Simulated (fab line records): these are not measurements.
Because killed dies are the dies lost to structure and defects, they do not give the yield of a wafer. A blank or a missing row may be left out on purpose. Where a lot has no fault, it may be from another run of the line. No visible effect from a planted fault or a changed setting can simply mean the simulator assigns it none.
Matching of chambers || flow sfq_line || SFQ_TRILAYER_I3_VIA_ETCH_VIA_ETCH_088 on rie_diel-02: 4 sister chambers
The step etches SiO2 in CHF3, stops on Nb, target depth 260 nm. 15 wafers are shown with their chamber, then 7 later ones without.

## EACH WAFER AND ITS CHAMBER
{"wafer": "L446.2", "chamber": 3, "oes_product_au (a.u.)": 0.852}
{"wafer": "L454.1", "chamber": 2, "oes_product_au (a.u.)": 0.857}
{"wafer": "L454.3", "chamber": 3, "oes_product_au (a.u.)": 0.861}
{"wafer": "L454.4", "chamber": 1, "oes_product_au (a.u.)": 0.845}
{"wafer": "L457.2", "chamber": 1, "oes_product_au (a.u.)": 0.849}
{"wafer": "L457.3", "chamber": 3, "oes_product_au (a.u.)": 0.865}
{"wafer": "L457.5", "chamber": 0, "oes_product_au (a.u.)": 0.857}
{"wafer": "L459.1", "chamber": 1, "oes_product_au (a.u.)": 0.853}
{"wafer": "L459.5", "chamber": 3, "oes_product_au (a.u.)": 0.858}
{"wafer": "L459.6", "chamber": 2, "oes_product_au (a.u.)": 0.853}
{"wafer": "L461.3", "chamber": 1, "oes_product_au (a.u.)": 0.847}
{"wafer": "L461.4", "chamber": 2, "oes_product_au (a.u.)": 0.856}
{"wafer": "L461.5", "chamber": 1, "oes_product_au (a.u.)": 0.852}
{"wafer": "L462.1", "chamber": 3, "oes_product_au (a.u.)": 0.852}
{"wafer": "L462.2", "chamber": 2, "oes_product_au (a.u.)": 0.856}

SIGNATURES (means of the wafers above)
{"reading": "oes_product_au", "chamber 0": 0.85700, "chamber 1": 0.84920, "chamber 2": 0.85550, "chamber 3": 0.85760, "scatter within a chamber": 0.00408}
Rule: distance of a wafer from a chamber = root of the sum over the readings of ((wafer's reading minus chamber's mean) / reading's scatter) squared. The wafer belongs to the nearest chamber; if the next one is less than 2 further off, it can't be placed. The scatter: the root of (the sum of the squares of (reading less its chamber's mean) over the shown wafers, divided by (wafers less chambers)).

## WAFERS WHOSE CHAMBER IS MISSING
{"wafer": "L462.6", "oes_product_au (a.u.)": 0.854}
{"wafer": "L463.3", "oes_product_au (a.u.)": 0.858}
{"wafer": "L463.4", "oes_product_au (a.u.)": 0.853}
{"wafer": "L463.6", "oes_product_au (a.u.)": 0.854}
{"wafer": "L465.1", "oes_product_au (a.u.)": 0.846}
{"wafer": "L465.2", "oes_product_au (a.u.)": 0.853}
{"wafer": "L465.6", "oes_product_au (a.u.)": 0.856}

## CHAMBER TAKEN BY EACH
{"wafer": "L462.6", "from the rows above": "can't be placed: 2 or 0 or 3 or 1", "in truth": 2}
{"wafer": "L463.3", "from the rows above": "can't be placed: 3 or 0 or 2", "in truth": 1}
{"wafer": "L463.4", "from the rows above": "can't be placed: 2 or 1 or 0 or 3", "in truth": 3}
{"wafer": "L463.6", "from the rows above": "can't be placed: 2 or 0 or 3 or 1", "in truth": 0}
{"wafer": "L465.1", "from the rows above": "can't be placed: 1 or 2 or 0", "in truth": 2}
{"wafer": "L465.2", "from the rows above": "can't be placed: 2 or 1 or 0 or 3", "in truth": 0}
{"wafer": "L465.6", "from the rows above": "can't be placed: 2 or 0 or 3 or 1", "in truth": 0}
Placed correctly: 0 of 7. These rows do not allow placing 7 (true chamber among the candidates in 6). Wrongly placed: 0.
